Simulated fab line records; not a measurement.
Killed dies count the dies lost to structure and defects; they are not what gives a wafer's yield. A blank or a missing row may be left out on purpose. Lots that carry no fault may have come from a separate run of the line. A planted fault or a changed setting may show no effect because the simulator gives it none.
Which tool was responsible? ; flow sky130 ; 30 wafers from 10 lots sampled at 3 of the route's 708 steps

WHAT EACH GAUGE READ, for each wafer
SKY_METAL5_RS_MEAS_05: the measuring method here is four-point-probe.
lot;measured;on;METAL5_ALCU_RS (ohm/sq)
L898;day 43 03:03;film metro-04;0.02692 0.02696 0.02698
L904;day 44 22:18;film metro-04;0.02678 0.02683 0.02672
L906;day 45 11:51;film metro-03;0.02701 0.02701 0.02695
L910;day 46 03:59;film metro-03;0.0268 0.02688 0.02684
L912;day 47 05:38;film metro-02;0.02678 0.05844 0.02702
L913;day 47 12:18;film metro-03;0.02684 0.0599 0.05895
L915;day 47 19:40;film metro-03;0.05855 0.0583 0.0271
L917;day 48 00:52;film metro-04;0.02694 0.02713 0.02727
L918;day 48 06:08;film metro-03;0.02694 0.02715 0.0272
L920;day 48 16:10;film metro-03;0.02672 0.02681 0.02672

TOOL THAT RAN EACH LOT (tool first, then ch and the chambers of the sampled wafers, then the start)
lot;SKY_SD_P_STRIP_10;SKY_METAL5_SPUTTER_02
L898;plasma asher-03 ch 0,1, day 25 18:29;pvd sputter-03, day 43 02:54
L904;plasma asher-03 ch 0,1, day 28 01:55;pvd sputter-03, day 44 22:11
L906;plasma asher-04 ch 0,1, day 29 00:49;pvd sputter-03, day 45 11:44
L910;plasma asher-03 ch 0,1, day 29 17:40;pvd sputter-03, day 46 03:52
L912;plasma asher-03 ch 0,1, day 31 08:04;pvd sputter-03, day 47 05:31
L913;plasma asher-01 ch 0,1, day 31 13:16;pvd sputter-03, day 47 12:11
L915;plasma asher-03 ch 0,1, day 31 21:07;pvd sputter-03, day 47 19:32
L917;plasma asher-01 ch 0,1, day 32 03:13;pvd sputter-04, day 48 00:45
L918;plasma asher-01 ch 0,1, day 32 16:46;pvd sputter-04, day 48 05:59
L920;plasma asher-04 ch 0,1, day 33 04:31;pvd sputter-04, day 48 16:01
- SKY_SD_P_STRIP_10: strips in O2/N2.
- SKY_METAL5_SPUTTER_02: material AlCu, target thk 1150 nm, time 61.2 s.

THE ANSWER, worked out from the rows above alone
Rule: what is usual is taken from the lots themselves. Put in order of their means at a reading, lots are off if they are a third of the lots or fewer, leave a main group of 4 or more, and stand apart from it by a gap of 3 or more times the standard deviation of the main group's means; of several such gaps the widest counts. Not used: any main group whose means are identical at the precision the tables above print for the reading. A lot without any number at a reading at which 4 lots or more have one is off too. Where the step has rows for the other lots, those lots are counted as sound.
Off: at SKY_METAL5_RS_MEAS_05 (METAL5_ALCU_RS), L912, L913, L915. The main group has a mean of 0.02693 ohm/sq with a standard deviation of 0.00014.
If a tool, at a process step before that reading, ran all the lots that are off and no sound lot after the first of them, it fits. Gauges at SKY_METAL5_RS_MEAS_05: tried the same way as those tools. One fits: SKY_METAL5_SPUTTER_02 on pvd sputter-03. A fault onset in the window from L910 (day 46 03:52, its last sound lot) to L912 (day 47 05:31, its first lot off) fits.

WHAT THE SIMULATOR HAD INSERTED
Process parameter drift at SKY_METAL5_SPUTTER_02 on pvd sputter-03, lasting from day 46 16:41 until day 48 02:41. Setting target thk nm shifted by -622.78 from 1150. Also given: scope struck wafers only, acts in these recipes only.
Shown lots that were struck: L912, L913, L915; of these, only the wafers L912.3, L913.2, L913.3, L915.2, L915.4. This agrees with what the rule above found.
